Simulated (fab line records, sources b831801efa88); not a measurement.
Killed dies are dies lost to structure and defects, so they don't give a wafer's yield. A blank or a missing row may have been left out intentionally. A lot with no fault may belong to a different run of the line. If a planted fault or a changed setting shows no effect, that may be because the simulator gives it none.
The tool behind it: which one? :: flow sky130 :: 24 lots with 72 wafers sampled at 5 steps, on a route of 708 steps

== WHAT THE GAUGES READ, wafer by wafer ==
SKY_POLY_GATE_CD_MEAS_13 targets a cd of 150 nm. Usual: 149.9 nm for cd-nm, sd 1.5.
lot: L075
measured: day 17 01:41
on: cd-sem-01
cd-nm (nm): 150.6 150.2 150.9
flag: 

lot: L074
measured: day 17 01:59
on: cd-sem-02
cd-nm (nm): 149.6 148.7 149.2
flag: 

lot: L076
measured: day 17 14:26
on: cd-sem-01
cd-nm (nm): 150.1 149.5 150.1
flag: 

lot: L077
measured: day 17 16:01
on: cd-sem-01
cd-nm (nm): 150.2 148.9 148.9
flag: 

lot: L078
measured: day 18 05:16
on: cd-sem-02
cd-nm (nm): 149.0 151.0 148.8
flag: 

lot: L079
measured: day 18 08:08
on: cd-sem-02
cd-nm (nm): 153.0 152.7 152.5
flag: 

lot: L080
measured: day 18 19:43
on: cd-sem-02
cd-nm (nm): 152.9 151.9 151.1
flag: 

lot: L081
measured: day 19 00:20
on: cd-sem-01
cd-nm (nm): 147.9 146.3 148.2
flag: 

lot: L082
measured: day 19 11:17
on: cd-sem-01
cd-nm (nm): 150.6 151.3 149.7
flag: 

lot: L083
measured: day 19 19:59
on: cd-sem-02
cd-nm (nm): 152.0 150.9 151.6
flag: 

lot: L084
measured: day 20 02:22
on: cd-sem-02
cd-nm (nm): 148.4 149.6 148.8
flag: 

lot: L085
measured: day 20 12:31
on: cd-sem-01
cd-nm (nm): 148.5 150.7 150.0
flag: 

lot: L086
measured: day 20 21:26
on: cd-sem-02
cd-nm (nm): 149.9 150.6 150.0
flag: 

lot: L087
measured: day 21 03:13
on: cd-sem-02
cd-nm (nm): 150.2 151.0 149.8
flag: 

lot: L088
measured: day 21 21:29
on: cd-sem-01
cd-nm (nm): 149.3 148.7 148.5
flag: 

lot: L089
measured: day 22 01:08
on: cd-sem-02
cd-nm (nm): 147.7 149.2 150.0
flag: 

lot: L090
measured: day 22 19:19
on: cd-sem-02
cd-nm (nm): 149.8 149.1 149.5
flag: 

lot: L091
measured: day 22 21:34
on: cd-sem-02
cd-nm (nm): 152.5 152.8 153.9
flag: 

lot: L093
measured: day 23 03:53
on: cd-sem-02
cd-nm (nm): 150.1 150.2 148.7
flag: 

lot: L092
measured: day 23 06:07
on: cd-sem-01
cd-nm (nm): 148.2 148.6 148.9
flag: 

lot: L094
measured: day 23 14:16
on: cd-sem-01
cd-nm (nm): 151.3 151.1 150.2
flag: 

lot: L095
measured: day 24 08:10
on: cd-sem-01
cd-nm (nm): 149.0 151.2 149.8
flag: 

lot: L096
measured: day 24 17:02
on: cd-sem-01
cd-nm (nm): 149.2 149.2 149.6
flag: 

lot: L097
measured: day 25 04:31
on: cd-sem-02
cd-nm (nm): 147.9 149.4 148.5
flag: 

SKY_LI_CONTACT_THK_MEAS_23: measures by xrf. Usual: LI_CONTACT_W_THK gives 395 nm (standard deviation 6.8).
lot: L075
measured: day 29 21:58
on: film-metro-03
LI_CONTACT_W_THK (nm): 389 388 389
flag: 

lot: L074
measured: day 30 00:08
on: film-metro-01
LI_CONTACT_W_THK (nm): 382 379 379
flag: 

lot: L076
measured: day 30 10:20
on: film-metro-02
LI_CONTACT_W_THK (nm): 391 391 397
flag: 

lot: L077
measured: day 30 13:56
on: film-metro-03
LI_CONTACT_W_THK (nm): 394 392 398
flag: 

lot: L078
measured: day 30 23:56
on: film-metro-02
LI_CONTACT_W_THK (nm): 400 399 403
flag: 

lot: L079
measured: day 31 03:47
on: film-metro-01
LI_CONTACT_W_THK (nm): 394 396 392
flag: 

lot: L080
measured: day 31 13:29
on: film-metro-02
LI_CONTACT_W_THK (nm): 403 399 402
flag: 

lot: L081
measured: day 31 16:49
on: film-metro-01
LI_CONTACT_W_THK (nm): 394 398 391
flag: 

lot: L082
measured: day 32 01:31
on: film-metro-02
LI_CONTACT_W_THK (nm): 406 399 403
flag: 

lot: L083
measured: day 32 09:14
on: film-metro-02
LI_CONTACT_W_THK (nm): 405 407 408
flag: 

lot: L084
measured: day 32 13:08
on: film-metro-03
LI_CONTACT_W_THK (nm): 390 390 389
flag: 

lot: L085
measured: day 33 00:57
on: film-metro-02
LI_CONTACT_W_THK (nm): 399 399 397
flag: 

lot: L086
measured: day 33 07:47
on: film-metro-02
LI_CONTACT_W_THK (nm): 405 399 405
flag: 

lot: L087
measured: day 33 14:04
on: film-metro-02
LI_CONTACT_W_THK (nm): 397 399 404
flag: 

lot: L088
measured: day 34 03:53
on: film-metro-02
LI_CONTACT_W_THK (nm): 403 400 399
flag: 

lot: L089
measured: day 34 05:41
on: film-metro-01
LI_CONTACT_W_THK (nm): 383 385 386
flag: 

lot: L090
measured: day 34 22:26
on: film-metro-01
LI_CONTACT_W_THK (nm): 388 395 387
flag: 

lot: L091
measured: day 35 03:47
on: film-metro-01
LI_CONTACT_W_THK (nm): 391 391 385
flag: 

lot: L093
measured: day 35 04:56
on: film-metro-01
LI_CONTACT_W_THK (nm): 392 391 393
flag: 

lot: L092
measured: day 35 08:38
on: film-metro-01
LI_CONTACT_W_THK (nm): 396 398 395
flag: 

lot: L094
measured: day 35 15:02
on: film-metro-02
LI_CONTACT_W_THK (nm): 406 405 401
flag: 

lot: L095
measured: day 36 06:57
on: film-metro-03
LI_CONTACT_W_THK (nm): 399 400 396
flag: 

lot: L096
measured: day 36 14:30
on: film-metro-03
LI_CONTACT_W_THK (nm): 394 387 390
flag: 

lot: L097
measured: day 37 01:31
on: film-metro-03
LI_CONTACT_W_THK (nm): 400 394 398
flag: 

SKY_VIA2_CD_MEAS_12 targets a cd of 200 nm. Usual: 199.8 nm for cd-nm, sd 1.5.
lot: L075
measured: day 36 21:35
on: cd-sem-02
cd-nm (nm): 197.8 197.8 198.7
flag: 

lot: L074
measured: day 37 02:05
on: cd-sem-01
cd-nm (nm): 201.6 200.2 201.8
flag: 

lot: L076
measured: day 37 11:43
on: cd-sem-02
cd-nm (nm): 201.7 200.9 200.2
flag: 

lot: L077
measured: day 37 16:13
on: cd-sem-02
cd-nm (nm): 199.1 198.8 199.3
flag: 

lot: L078
measured: day 37 23:31
on: cd-sem-01
cd-nm (nm): 198.1 197.0 198.3
flag: 

lot: L079
measured: day 38 01:26
on: cd-sem-01
cd-nm (nm): 199.6 199.7 200.5
flag: 

lot: L080
measured: day 38 13:31
on: cd-sem-02
cd-nm (nm): 199.5 199.3 199.4
flag: 

lot: L081
measured: day 38 15:47
on: cd-sem-02
cd-nm (nm): 199.3 200.6 199.8
flag: 

lot: L082
measured: day 38 23:53
on: cd-sem-02
cd-nm (nm): 197.2 196.5 197.9
flag: 

lot: L083
measured: day 39 05:11
on: cd-sem-01
cd-nm (nm): 199.1 198.4 199.1
flag: 

lot: L084
measured: day 39 11:19
on: cd-sem-01
cd-nm (nm): 197.9 198.4 199.0
flag: 

lot: L085
measured: day 39 21:43
on: cd-sem-02
cd-nm (nm): 200.7 199.8 199.3
flag: 

lot: L086
measured: day 40 03:08
on: cd-sem-02
cd-nm (nm): 203.3 203.5 201.4
flag: 

lot: L087
measured: day 40 09:46
on: cd-sem-02
cd-nm (nm): 200.6 199.4 199.1
flag: 

lot: L088
measured: day 40 21:23
on: cd-sem-02
cd-nm (nm): 199.0 197.9 199.8
flag: 

lot: L089
measured: day 41 00:53
on: cd-sem-02
cd-nm (nm): 202.9 200.2 201.5
flag: 

lot: L090
measured: day 41 13:38
on: cd-sem-01
cd-nm (nm): 200.3 200.7 199.9
flag: 

lot: L091
measured: day 41 17:44
on: cd-sem-02
cd-nm (nm): 200.8 202.5 200.3
flag: 

lot: L093
measured: day 41 21:55
on: cd-sem-02
cd-nm (nm): 201.1 201.8 201.8
flag: 

lot: L092
measured: day 42 00:14
on: cd-sem-02
cd-nm (nm): 202.3 201.5 202.5
flag: 

lot: L094
measured: day 42 05:16
on: cd-sem-01
cd-nm (nm): 200.1 198.5 199.2
flag: 

lot: L095
measured: day 42 19:50
on: cd-sem-02
cd-nm (nm): 198.7 198.8 199.8
flag: 

lot: L096
measured: day 43 04:13
on: cd-sem-02
cd-nm (nm): 198.3 198.0 199.4
flag: 

lot: L097
measured: day 43 13:31
on: cd-sem-02
cd-nm (nm): 202.2 200.7 201.4
flag: 

== WHICH TOOL RAN EACH LOT (tool, then ch and the chambers of the sampled wafers, then the start) ==
lot: L075
SKY_VIA1_SPUTTER_20: pvd-sputter-04, day 34 15:38
SKY_METAL2_METAL_ETCH_19: rie-metal-04 ch 0,1, day 35 19:12

lot: L074
SKY_VIA1_SPUTTER_20: pvd-sputter-02, day 34 19:07
SKY_METAL2_METAL_ETCH_19: rie-metal-04 ch 0,1, day 35 22:46

lot: L076
SKY_VIA1_SPUTTER_20: pvd-sputter-04, day 35 05:07
SKY_METAL2_METAL_ETCH_19: rie-metal-04 ch 0,1, day 36 08:46

lot: L077
SKY_VIA1_SPUTTER_20: pvd-sputter-01, day 35 09:13
SKY_METAL2_METAL_ETCH_19: rie-metal-01 ch 0,1, day 36 12:58

lot: L078
SKY_VIA1_SPUTTER_20: pvd-sputter-04, day 35 17:34
SKY_METAL2_METAL_ETCH_19: rie-metal-04 ch 0,1, day 36 20:31

lot: L079
SKY_VIA1_SPUTTER_20: pvd-sputter-02, day 35 20:31
SKY_METAL2_METAL_ETCH_19: rie-metal-01 ch 0,1, day 36 22:52

lot: L080
SKY_VIA1_SPUTTER_20: pvd-sputter-02, day 36 07:40
SKY_METAL2_METAL_ETCH_19: rie-metal-04 ch 0,1, day 37 10:55

lot: L081
SKY_VIA1_SPUTTER_20: pvd-sputter-04, day 36 09:43
SKY_METAL2_METAL_ETCH_19: rie-metal-04 ch 0,1, day 37 12:42

lot: L082
SKY_VIA1_SPUTTER_20: pvd-sputter-02, day 36 18:02
SKY_METAL2_METAL_ETCH_19: rie-metal-04 ch 0,1, day 37 20:51

lot: L083
SKY_VIA1_SPUTTER_20: pvd-sputter-01, day 37 00:28
SKY_METAL2_METAL_ETCH_19: rie-metal-04 ch 0,1, day 38 03:19

lot: L084
SKY_VIA1_SPUTTER_20: pvd-sputter-01, day 37 07:05
SKY_METAL2_METAL_ETCH_19: rie-metal-03 ch 0,1, day 38 09:18

lot: L085
SKY_VIA1_SPUTTER_20: pvd-sputter-04, day 37 16:50
SKY_METAL2_METAL_ETCH_19: rie-metal-01 ch 0,1, day 38 19:40

lot: L086
SKY_VIA1_SPUTTER_20: pvd-sputter-01, day 37 22:34
SKY_METAL2_METAL_ETCH_19: rie-metal-01 ch 0,1, day 39 00:25

lot: L087
SKY_VIA1_SPUTTER_20: pvd-sputter-04, day 38 05:28
SKY_METAL2_METAL_ETCH_19: rie-metal-04 ch 0,1, day 39 08:00

lot: L088
SKY_VIA1_SPUTTER_20: pvd-sputter-04, day 38 17:13
SKY_METAL2_METAL_ETCH_19: rie-metal-01 ch 0,1, day 39 19:01

lot: L089
SKY_VIA1_SPUTTER_20: pvd-sputter-02, day 38 20:22
SKY_METAL2_METAL_ETCH_19: rie-metal-03 ch 1, day 39 22:52

lot: L090
SKY_VIA1_SPUTTER_20: pvd-sputter-01, day 39 11:01
SKY_METAL2_METAL_ETCH_19: rie-metal-01 ch 0,1, day 40 12:13

lot: L091
SKY_VIA1_SPUTTER_20: pvd-sputter-01, day 39 15:21
SKY_METAL2_METAL_ETCH_19: rie-metal-03 ch 0,1, day 40 16:43

lot: L093
SKY_VIA1_SPUTTER_20: pvd-sputter-04, day 39 18:28
SKY_METAL2_METAL_ETCH_19: rie-metal-01 ch 1, day 40 20:22

lot: L092
SKY_VIA1_SPUTTER_20: pvd-sputter-04, day 39 21:29
SKY_METAL2_METAL_ETCH_19: rie-metal-04 ch 0,1, day 40 22:49

lot: L094
SKY_VIA1_SPUTTER_20: pvd-sputter-04, day 40 02:34
SKY_METAL2_METAL_ETCH_19: rie-metal-04 ch 0,1, day 41 04:13

lot: L095
SKY_VIA1_SPUTTER_20: pvd-sputter-02, day 40 18:30
SKY_METAL2_METAL_ETCH_19: rie-metal-04 ch 0, day 41 19:31

lot: L096
SKY_VIA1_SPUTTER_20: pvd-sputter-02, day 41 02:39
SKY_METAL2_METAL_ETCH_19: rie-metal-03 ch 0,1, day 42 03:46

lot: L097
SKY_VIA1_SPUTTER_20: pvd-sputter-02, day 41 12:10
SKY_METAL2_METAL_ETCH_19: rie-metal-01 ch 0,1, day 42 13:06
- SKY_VIA1_SPUTTER_20: material TiN, target thk 20 nm, time 80 s.
- SKY_METAL2_METAL_ETCH_19: etches the open film in Cl2/BCl3, stops on SiO2, target depth 360 nm, time 78 s.

== WHAT THE TOOLS THEMSELVES READ (means of the sampled wafers that have a number; where no wafer has one, the mark that the record gives instead) ==
SKY_VIA1_SPUTTER_20. Usual: 30.2 % for throttle-valve-pct, sd 0.85.
lot: L075
tool: pvd-sputter-04
throttle-valve-pct (%): 30.3
flag: 

lot: L074
tool: pvd-sputter-02
throttle-valve-pct (%): 30.3
flag: 

lot: L076
tool: pvd-sputter-04
throttle-valve-pct (%): 31.1
flag: 

lot: L077
tool: pvd-sputter-01
throttle-valve-pct (%): 30.6
flag: 

lot: L078
tool: pvd-sputter-04
throttle-valve-pct (%): 30.5
flag: 

lot: L079
tool: pvd-sputter-02
throttle-valve-pct (%): 29.8
flag: 

lot: L080
tool: pvd-sputter-02
throttle-valve-pct (%): 29.4
flag: 

lot: L081
tool: pvd-sputter-04
throttle-valve-pct (%): 30.1
flag: 

lot: L082
tool: pvd-sputter-02
throttle-valve-pct (%): 29.8
flag: 

lot: L083
tool: pvd-sputter-01
throttle-valve-pct (%): 30.7
flag: 

lot: L084
tool: pvd-sputter-01
throttle-valve-pct (%): 30.2
flag: 

lot: L085
tool: pvd-sputter-04
throttle-valve-pct (%): 30.4
flag: 

lot: L086
tool: pvd-sputter-01
throttle-valve-pct (%): 30.1
flag: 

lot: L087
tool: pvd-sputter-04
throttle-valve-pct (%): 30.2
flag: 

lot: L088
tool: pvd-sputter-04
throttle-valve-pct (%): 30.6
flag: 

lot: L089
tool: pvd-sputter-02
throttle-valve-pct (%): 30.7
flag: 

lot: L090
tool: pvd-sputter-01
throttle-valve-pct (%): 30.3
flag: 

lot: L091
tool: pvd-sputter-01
throttle-valve-pct (%): 30.2
flag: 

lot: L093
tool: pvd-sputter-04
throttle-valve-pct (%): 30.4
flag: 

lot: L092
tool: pvd-sputter-04
throttle-valve-pct (%): 30.4
flag: 

lot: L094
tool: pvd-sputter-04
throttle-valve-pct (%): 30.5
flag: 

lot: L095
tool: pvd-sputter-02
throttle-valve-pct (%): 30.2
flag: 

lot: L096
tool: pvd-sputter-02
throttle-valve-pct (%): 30.2
flag: 

lot: L097
tool: pvd-sputter-02
throttle-valve-pct (%): 30.3
flag: 

SKY_METAL2_METAL_ETCH_19. Usual: drypump-motor-current-A 5.7 A, standard deviation 0.42; oes-product-au 0.854 a.u., standard deviation 0.0052; throttle-valve-pct 22.264 %, standard deviation 0.0089.
lot: L075
tool: rie-metal-04
drypump-motor-current-A (A): 5.6
oes-product-au (a.u.): 0.854
throttle-valve-pct (%): 22.254
flag: 

lot: L074
tool: rie-metal-04
drypump-motor-current-A (A): 5.6
oes-product-au (a.u.): 0.846
throttle-valve-pct (%): 22.270
flag: 

lot: L076
tool: rie-metal-04
drypump-motor-current-A (A): 6.0
oes-product-au (a.u.): 0.851
throttle-valve-pct (%): 22.256
flag: 

lot: L077
tool: rie-metal-01
drypump-motor-current-A (A): 5.5
oes-product-au (a.u.): 0.859
throttle-valve-pct (%): 22.259
flag: 

lot: L078
tool: rie-metal-04
drypump-motor-current-A (A): 5.6
oes-product-au (a.u.): 0.852
throttle-valve-pct (%): 22.260
flag: 

lot: L079
tool: rie-metal-01
drypump-motor-current-A (A): 5.5
oes-product-au (a.u.): 0.844
throttle-valve-pct (%): 22.269
flag: 

lot: L080
tool: rie-metal-04
drypump-motor-current-A (A): 6.0
oes-product-au (a.u.): 0.851
throttle-valve-pct (%): 22.263
flag: 

lot: L081
tool: rie-metal-04
drypump-motor-current-A (A): 6.0
oes-product-au (a.u.): 0.857
throttle-valve-pct (%): 22.259
flag: 

lot: L082
tool: rie-metal-04
drypump-motor-current-A (A): 5.6
oes-product-au (a.u.): 0.853
throttle-valve-pct (%): 22.266
flag: 

lot: L083
tool: rie-metal-04
drypump-motor-current-A (A): 6.0
oes-product-au (a.u.): 0.856
throttle-valve-pct (%): 22.263
flag: 

lot: L084
tool: rie-metal-03
drypump-motor-current-A (A): 5.6
oes-product-au (a.u.): 0.857
throttle-valve-pct (%): 22.262
flag: 

lot: L085
tool: rie-metal-01
drypump-motor-current-A (A): 5.4
oes-product-au (a.u.): 0.859
throttle-valve-pct (%): 22.254
flag: 

lot: L086
tool: rie-metal-01
drypump-motor-current-A (A): 5.4
oes-product-au (a.u.): 0.860
throttle-valve-pct (%): 22.259
flag: 

lot: L087
tool: rie-metal-04
drypump-motor-current-A (A): 5.6
oes-product-au (a.u.): 0.852
throttle-valve-pct (%): 22.274
flag: 

lot: L088
tool: rie-metal-01
drypump-motor-current-A (A): 5.4
oes-product-au (a.u.): 0.856
throttle-valve-pct (%): 22.263
flag: 

lot: L089
tool: rie-metal-03
drypump-motor-current-A (A): 5.7
oes-product-au (a.u.): 0.855
throttle-valve-pct (%): 22.266
flag: 

lot: L090
tool: rie-metal-01
drypump-motor-current-A (A): 5.4
oes-product-au (a.u.): 0.859
throttle-valve-pct (%): 22.264
flag: 

lot: L091
tool: rie-metal-03
drypump-motor-current-A (A): 5.6
oes-product-au (a.u.): 0.854
throttle-valve-pct (%): 22.270
flag: 

lot: L093
tool: rie-metal-01
drypump-motor-current-A (A): 5.7
oes-product-au (a.u.): 0.851
throttle-valve-pct (%): 22.271
flag: 

lot: L092
tool: rie-metal-04
drypump-motor-current-A (A): 6.0
oes-product-au (a.u.): 0.854
throttle-valve-pct (%): 22.264
flag: 

lot: L094
tool: rie-metal-04
drypump-motor-current-A (A): 5.7
oes-product-au (a.u.): 0.856
throttle-valve-pct (%): 22.270
flag: 

lot: L095
tool: rie-metal-04
drypump-motor-current-A (A): 6.4
oes-product-au (a.u.): 0.853
throttle-valve-pct (%): 22.261
flag: 

lot: L096
tool: rie-metal-03
drypump-motor-current-A (A): 5.6
oes-product-au (a.u.): 0.859
throttle-valve-pct (%): 22.264
flag: 

lot: L097
tool: rie-metal-01
drypump-motor-current-A (A): 5.5
oes-product-au (a.u.): 0.850
throttle-valve-pct (%): 22.264
flag: 

== THE ANSWER, worked out from the rows above alone ==
Rule: take the mean of a lot's wafers that have a number; if it is more than 3 standard deviations from the usual mean, the lot is off. A lot without any number at a reading at which 4 lots or more have one is off too. All remaining lots with rows at the step are treated as sound. First the gauges in route order, then the tools' own readings, where a lot's mean is used as printed above. At the first step where some lot is off, the reading lying furthest off is the one used; lots without a number count as furthest.
Nothing can be told from this: no lot is off at any reading shown.

== WHAT THE SIMULATOR HAD PUT IN ==
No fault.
